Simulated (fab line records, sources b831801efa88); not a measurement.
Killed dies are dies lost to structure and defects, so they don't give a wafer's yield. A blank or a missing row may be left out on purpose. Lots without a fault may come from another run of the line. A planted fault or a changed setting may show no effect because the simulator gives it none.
fab line records | flow gf180mcu
record lots=5 wafers=15 last_day=34
route steps=602 shown M1@333 V1@335
lots that met no fault: from a run of the same line without faults
start_h: hours from the record's first day to the start of the lot's first wafer shown | wait_h: hours since the lot's step before | " the same as in the row above | L1.1+2: a row that stands for several wafers | - no value, or no start given | * or withheld: withheld | < > ~ a bound
route shown NAME@n: a module of which the file shows steps, and the number in the route of the first | usual: mean/standard deviation of fault-free wafers | same: alike in all rows | chamber/n: place in a boat | sites: the reading at each site | _std_site: their standard deviation | _edge_site: outer sites' mean less inner sites' | radius_mm: how far each site lies from the wafer's centre | mask NAME#n: copy n | behind: the tool/chamber that last shaped the wafer | hold: why the lot was held/for how many hours/how that ended | device: the transistor (n, p or np) that didn't switch | end of line: the same wafers' tests at the end of the route | a step without rows: its recipe alone | killed: dies lost to structure and defects at the first sort, not the wafer's yield | map: a wafer's dies, x killed, . not, _ none there
set.NAME: the setting as run; set.NAME@STEP: as run at that earlier step | model.NAME: the simulator's own value behind a step, which no gauge read
lots at some steps of the route; a table a step, a row a wafer
services: from which hour (start_h, from the record's first day; less than 0 if before it) a tool's chamber was out of use, for how many hours, and why
## steps
# step GF_M1_STRIP_18
# recipe chemistry=post_etch_residue_remover time_s=1200 temp_c=72.5
# columns lot.wafer tool chamber start_h wait_h
L083.1+2+4 wet_bench-02 1 471.94 0.1
L084.1+2+3 wet_bench-04 3 478.44 0.1
L094.1+2+6 wet_bench-02 3 561.54 0.1
L095.1+5+6 wet_bench-01 2 566.58 0.1
L096.1+5+6 wet_bench-04 2 571.97 0.1
# step GF_M1_CLEAN_19
# recipe chemistry=DIW dry=n2_spin
# columns lot.wafer tool chamber start_h wait_h
L083.1+2+4 wet_bench-01 3 472.32 0.0
L084.1+2+3 wet_bench-02 0 478.82 0.0
L094.1+2+6 wet_bench-01 3 561.88 0.0
L095.1+5+6 wet_bench-04 3 566.99 0.0
L096.1+5+6 wet_bench-02 3 572.34 0.0
# step GF_V1_CVD_00
# recipe material=SiO2 target_thk_nm=600 sigma_open_frac=0.3 temp_c=400 time_s=100 sih4_flow_sccm=60 pressure_mtorr=6
# columns lot.wafer tool chamber start_h wait_h
L083.1+2+4 hdpcvd-02 2,1,2 472.42 0.0
L084.1+2+3 hdpcvd-02 2,0,1 478.92 0.0
L094.1+2+6 hdpcvd-02 0,1,0 562.00 0.0
L095.1+5+6 hdpcvd-02 0,1,2 567.10 0.0
L096.1+5+6 hdpcvd-01 1,1,2 572.43 0.0
# step GF_V1_THK_MEAS_01
# recipe reads=SiO2_of_V1_CVD_00
# usual V1_CVD_00_THK=599/6.2
# columns lot.wafer tool chamber start_h wait_h V1_CVD_00_THK[nm]
L083.1 film_metro-02 - 472.49 0.0 592
L083.2 " - " " 597
L083.4 " - " " 591
L084.1 film_metro-01 - 478.99 0.0 592
L084.2 " - " " 596
L084.3 " - " " 599
L094.1 film_metro-01 - 562.08 0.0 595
L094.2 " - " " 600
L094.6 " - " " 604
L095.1 film_metro-04 - 567.17 0.0 602
L095.5 " - " " 603
L095.6 " - " " 609
L096.1 film_metro-04 - 572.51 0.0 598
L096.5 " - " " 595
L096.6 " - " " 589
# step GF_V1_CVD_02
# recipe material=SiO2 target_thk_nm=850 precursor=TEOS temp_c=400 time_s=94.851 rf_w=600
# usual heater_power_w=603/80
# columns lot.wafer tool chamber start_h wait_h heater_power_w
L083.1 pecvd-01 0 472.55 0.1 605
L083.2 " 2 " " 544
L083.4 " 2 " " 577
L084.1 pecvd-02 1 479.05 0.1 566
L084.2 " 0 " " 595
L084.3 " 2 " " 676
L094.1 pecvd-02 2 562.14 0.1 564
L094.2 " 0 " " 682
L094.6 " 2 " " 637
L095.1 pecvd-03 0 567.23 0.1 455
L095.5 " 0 " " 514
L095.6 " 1 " " 511
L096.1 pecvd-03 1 572.57 0.1 494
L096.5 " 1 " " 512
L096.6 " 2 " " 519
# step GF_V1_THK_MEAS_03
# recipe reads=SiO2_of_V1_CVD_02
# usual V1_CVD_02_THK=848/12
# columns lot.wafer tool chamber start_h wait_h V1_CVD_02_THK[nm]
L083.1 film_metro-04 - 472.62 0.0 842
L083.2 " - " " 828
L083.4 " - " " 845
L084.1 film_metro-04 - 479.12 0.0 836
L084.2 " - " " 827
L084.3 " - " " 830
L094.1 film_metro-04 - 562.21 0.0 840
L094.2 " - " " 829
L094.6 " - " " 855
L095.1 film_metro-01 - 567.30 0.0 858
L095.5 " - " " 869
L095.6 " - " " 862
L096.1 film_metro-04 - 572.64 0.0 832
L096.5 " - " " 858
L096.6 " - " " 856
# step GF_V1_CMP_04
# recipe material=SiO2 down_force_psi=4 platen_rpm=60 pad_velocity_m_s=0.94248
# usual motor_current_A=12.5/1.6 time_to_endpoint_s=79/5.9
# columns lot.wafer tool chamber start_h wait_h motor_current_A time_to_endpoint_s
L083.2 cmp-02 2 472.68 0.0 16.2 72
L083.4 " 0 " " 12.3 72
L083.1 " 1 " " 10.0 79
L084.3 cmp-02 0 479.23 0.1 12.3 69
L084.1 " 1 " " 11.5 74
L084.2 " 2 " " 15.4 70
L094.2 cmp-01 0 562.32 0.1 14.5 75
L094.1 " 2 " " 11.0 77
L094.6 " 3 " " 11.4 86
L095.1 cmp-01 1 567.51 0.2 13.0 84
L095.6 " 2 " " 11.1 81
L095.5 " 3 " " 11.0 90
L096.1 cmp-02 2 572.85 0.2 15.4 73
L096.6 " 3 " " 12.0 92
L096.5 " 0 " " 12.6 81
# step GF_V1_BOW_MEAS_05
# recipe mode=bow
# usual V1_BOW=82/6.8
# columns lot.wafer tool chamber start_h wait_h V1_BOW[um]
L083.1 film_metro-01 - 473.00 0.1 79
L083.2 " - " " 82
L083.4 " - " " 83
L084.1 film_metro-01 - 479.48 0.1 77
L084.2 " - " " 72
L084.3 " - " " 89
L094.1 film_metro-02 - 562.57 0.1 78
L094.2 " - " " 100
L094.6 " - " " 78
L095.1 film_metro-04 - 567.66 0.1 87
L095.5 " - " " 64
L095.6 " - " " 71
L096.1 film_metro-02 - 573.00 0.1 79
L096.5 " - " " 82
L096.6 " - " " 92
# step GF_V1_DEHYDRATE_06
# recipe temp_c=200 time_s=60
# columns lot.wafer tool chamber start_h wait_h
L083.1+2+4 litho_track-04 0 484.90 11.9
L084.1+2+3 litho_track-02 0 490.53 11.0
L094.1+2+6 litho_track-02 0 572.32 9.7
L095.1+5+6 litho_track-04 0 578.45 10.8
L096.1+5+6 litho_track-02 0 583.32 10.3
# step GF_V1_HMDS_07
# recipe prime_time_s=60 prime_temp_c=120
# columns lot.wafer tool chamber start_h wait_h
L083.1+2+4 litho_track-04 0 485.05 0.1
L084.1+2+3 litho_track-02 0 490.68 0.1
L094.1+2+6 litho_track-02 0 572.47 0.1
L095.1+5+6 litho_track-04 0 578.60 0.1
L096.1+5+6 litho_track-02 0 583.47 0.1
# step GF_V1_COAT_08
# recipe resist=BARC temp_c=withheld time_s=withheld spin_rpm=withheld resist_thk_nm=withheld
# columns lot.wafer tool chamber start_h wait_h
L083.1+2+4 litho_track-04 0 485.20 0.1
L084.1+2+3 litho_track-02 0 490.83 0.1
L094.1+2+6 litho_track-02 0 572.62 0.1
L095.1+5+6 litho_track-04 0 578.75 0.1
L096.1+5+6 litho_track-02 0 583.62 0.1
# step GF_V1_COAT_09
# recipe resist=KrF spin_rpm=withheld resist_thk_nm=1000
# columns lot.wafer tool chamber start_h wait_h
L083.1+2+4 litho_track-04 0 - -
L084.1+2+3 litho_track-02 0 - -
L094.1+2+6 litho_track-02 0 - -
L095.1+5+6 litho_track-04 0 - -
L096.1+5+6 litho_track-02 0 - -
# step GF_V1_SOFTBAKE_10
# recipe temp_c=130 time_s=60 resist=KrF
# columns lot.wafer tool chamber start_h wait_h
L083.1+2+4 litho_track-04 0 - -
L084.1+2+3 litho_track-02 0 - -
L094.1+2+6 litho_track-02 0 - -
L095.1+5+6 litho_track-04 0 - -
L096.1+5+6 litho_track-02 0 - -
# step GF_V1_EXPOSE_11
# recipe mask_id=Via1 target_cd_nm=260 na=0.68 source_shape=conventional sigma_outer=0.6 dose_mj=38
# usual stage_vel_mm_s=500.0/0.31
# columns lot.wafer tool chamber start_h wait_h mask stage_vel_mm_s
L083.1 krf_scanner-01 0 - - Via1#0 499.8
L083.2 " 0 " " Via1#0 500.2
L083.4 " 0 " " Via1#0 499.6
L084.1 krf_scanner-01 0 - - Via1#0 500.2
L084.2 " 0 " " Via1#0 500.1
L084.3 " 0 " " Via1#0 500.3
L094.1 krf_scanner-01 0 - - Via1#0 499.7
L094.2 " 0 " " Via1#0 500.0
L094.6 " 0 " " Via1#0 500.1
L095.1 krf_scanner-02 0 - - Via1#0 499.8
L095.5 " 0 " " Via1#0 500.2
L095.6 " 0 " " Via1#0 499.9
L096.1 krf_scanner-01 0 - - Via1#0 500.1
L096.5 " 0 " " Via1#0 500.2
L096.6 " 0 " " Via1#0 500.1
# step GF_V1_PEB_12
# recipe peb_temp_c=135 peb_time_s=90 resist=KrF
# columns lot.wafer tool chamber start_h wait_h
L083.1+2+4 litho_track-01 0 - -
L084.1+2+3 litho_track-02 0 - -
L094.1+2+6 litho_track-01 0 - -
L095.1+5+6 litho_track-04 0 - -
L096.1+5+6 litho_track-04 0 - -
# step GF_V1_DEVELOP_13
# recipe develop_time_s=60 resist=KrF dev_temp_c=21
# columns lot.wafer tool chamber start_h wait_h
L083.1+2+4 litho_track-01 0 497.00 0.2
L084.1+2+3 litho_track-02 0 503.13 0.2
L094.1+2+6 litho_track-01 0 583.55 0.2
L095.1+5+6 litho_track-04 0 589.05 0.2
L096.1+5+6 litho_track-04 0 594.05 0.2
# step GF_V1_CD_MEAS_14
# recipe target_cd_nm=260
# usual cd_nm=259.9/1.3
# columns lot.wafer tool chamber start_h wait_h cd_nm
L083.1 cd_sem-01 - 497.15 0.1 256.9
L083.2 " - " " 257.0
L083.4 " - " " 257.5
L084.1 cd_sem-01 - 503.28 0.1 259.7
L084.2 " - " " 260.2
L084.3 " - " " 260.0
L094.1 cd_sem-02 - 583.70 0.1 261.7
L094.2 " - " " 260.4
L094.6 " - " " 260.7
L095.1 cd_sem-02 - 589.20 0.1 259.0
L095.5 " - " " 259.2
L095.6 " - " " 259.4
L096.1 cd_sem-02 - 594.20 0.1 259.8
L096.5 " - " " 260.2
L096.6 " - " " 260.4
# step GF_V1_OVL_MEAS_15
# usual V1_OVL=-1/5.5
# columns lot.wafer tool chamber start_h wait_h V1_OVL[nm]
L083.1 overlay-02 - 497.27 0.1 1
L083.2 " - " " -5
L083.4 " - " " 4
L084.1 overlay-02 - 503.40 0.1 -2
L084.2 " - " " -6
L084.3 " - " " -11
L094.1 overlay-02 - 583.82 0.1 -3
L094.2 " - " " -6
L094.6 " - " " -3
L095.1 overlay-02 - 589.32 0.1 -2
L095.5 " - " " 3
L095.6 " - " " -4
L096.1 overlay-02 - 594.32 0.1 5
L096.5 " - " " 2
L096.6 " - " " 0
# step GF_V1_ETCH_16
# recipe chemistry=N2/H2 target_depth_a=withheld overetch_a=withheld time_s=withheld target=BARC ion_energy_ev=200 source_w=500 bias_w=100 pressure_mtorr=30 n2_flow_sccm=100 h2_flow_sccm=200
# usual drypump_motor_current_A=5.6/0.32 oes_product_au=0.854/0.0043 throttle_valve_pct=13.225/0.0091
# columns lot.wafer tool chamber start_h wait_h drypump_motor_current_A oes_product_au throttle_valve_pct
L083.1 rie_diel-03 1 497.31 0.0 5.4 0.843 13.232
L083.2 " 0 " " 6.1 0.847 13.211
L083.4 " 2 " " 5.6 0.851 13.230
L084.1 rie_diel-01 3 503.43 0.0 5.8 0.850 13.229
L084.2 " 0 " " 5.9 0.854 13.203
L084.3 " 2 " " 5.8 0.850 13.225
L094.1 rie_diel-01 0 583.86 0.0 6.0 0.854 13.227
L094.2 " 2 " " 5.8 0.849 13.219
L094.6 " 3 " " 5.9 0.855 13.223
L095.1 rie_diel-04 0 589.36 0.0 5.7 0.852 13.217
L095.5 " 2 " " 5.5 0.853 13.216
L095.6 " 3 " " 5.8 0.852 13.226
L096.1 rie_diel-01 3 594.36 0.0 5.9 0.855 13.225
L096.5 " 3 " " 5.9 0.853 13.225
L096.6 " 2 " " 5.7 0.860 13.222
# step GF_V1_ETCH_17
# recipe chemistry=C4F8/O2/Ar mask_material=KrF target=SiO2 stop_on=TiN source_w=1500 bias_w=1200 pressure_mtorr=40 c4f8_flow_sccm=withheld O2_flow_sccm=6 Ar_flow_sccm=300 time_s=withheld target_depth_a=6300
# usual oes_product_au=0.856/0.0046
# columns lot.wafer tool chamber start_h wait_h oes_product_au
L083.1 rie_diel-03 1 - - 0.857
L083.2 " 0 " " 0.855
L083.4 " 2 " " 0.851
L084.1 rie_diel-01 3 - - 0.860
L084.2 " 0 " " 0.855
L084.3 " 2 " " 0.859
L094.1 rie_diel-01 0 - - 0.861
L094.2 " 2 " " 0.864
L094.6 " 3 " " 0.860
L095.1 rie_diel-04 0 - - 0.856
L095.5 " 2 " " 0.854
L095.6 " 3 " " 0.858
L096.1 rie_diel-01 3 - - 0.858
L096.5 " 3 " " 0.857
L096.6 " 2 " " 0.860
# step GF_V1_STRIP_18
# recipe chemistry=O2/N2 power_w=1400 pressure_mtorr=1500 platen_temp_c=250 o2_flow_sccm=3000 n2_flow_sccm=300 overash_fraction=0.5
# usual drypump_motor_current_A=5.6/0.41 heater_power_w=320/28 oes_product_au=0.593/0.005 platen_temp_c=250.03/0.19
# columns lot.wafer tool chamber start_h wait_h drypump_motor_current_A heater_power_w oes_product_au platen_temp_c rf_hours_counter_h
L083.1 plasma_asher-01 0 497.44 - 5.3 348 0.596 250.25 6
L083.2 " 1 " " 6.1 288 0.590 250.08 6
L083.4 " 0 " " 5.3 349 0.597 249.76 -
L084.1 plasma_asher-02 1 503.56 - 6.0 356 0.602 249.83 40
L084.2 " 0 " " 5.6 316 0.593 250.14 40
L084.3 " 0 " " 5.6 317 0.587 250.18 -
L094.1 plasma_asher-02 0 583.99 - 5.6 301 0.591 249.88 49
L094.2 " 1 " " 6.0 352 0.579 250.06 49
L094.6 " 1 " " 6.0 358 0.600 249.70 -
L095.1 plasma_asher-02 1 589.49 - 6.0 354 0.597 250.20 50
L095.5 " 1 " " 6.0 354 0.591 250.18 -
L095.6 " 0 " " 5.6 318 0.595 250.11 -
L096.1 plasma_asher-01 0 594.49 - 5.3 348 0.594 249.71 15
L096.5 " 0 " " 5.3 345 0.590 249.74 -
L096.6 " 1 " " 6.1 290 0.588 250.19 -
## services
# columns tool chamber start_h hours kind
hdpcvd-02 2 448.23 2.9 repair
rie_diel-01 3 448.27 5.2 repair
pecvd-02 0 449.58 3.8 repair
rie_diel-03 2 455.40 10.7 repair
rie_diel-03 1 465.68 6.6 repair
rie_diel-04 3 467.00 6.6 repair
rie_diel-04 - 477.45 10.0 pm
krf_scanner-01 - 479.86 1.0 pm
plasma_asher-01 - 480.20 14.6 pm
cmp-01 - 492.68 2.8 repair
hdpcvd-02 - 493.50 5.5 pm
pecvd-03 1 497.47 38.9 repair
plasma_asher-01 - 499.75 2.3 repair
pecvd-02 1 511.58 4.5 repair
pecvd-02 - 527.17 1.8 repair
rie_diel-03 3 528.27 15.3 repair
rie_diel-03 - 531.05 2.8 pm
rie_diel-03 2 541.76 1.9 repair
rie_diel-03 1 558.18 121.3 repair
krf_scanner-01 - 562.42 0.6 repair
cmp-01 - 572.06 4.0 pm
wet_bench-04 - 576.53 1.6 repair
rie_diel-04 0 583.91 4.0 repair
rie_diel-01 1 589.00 1.5 repair
## key
fault none
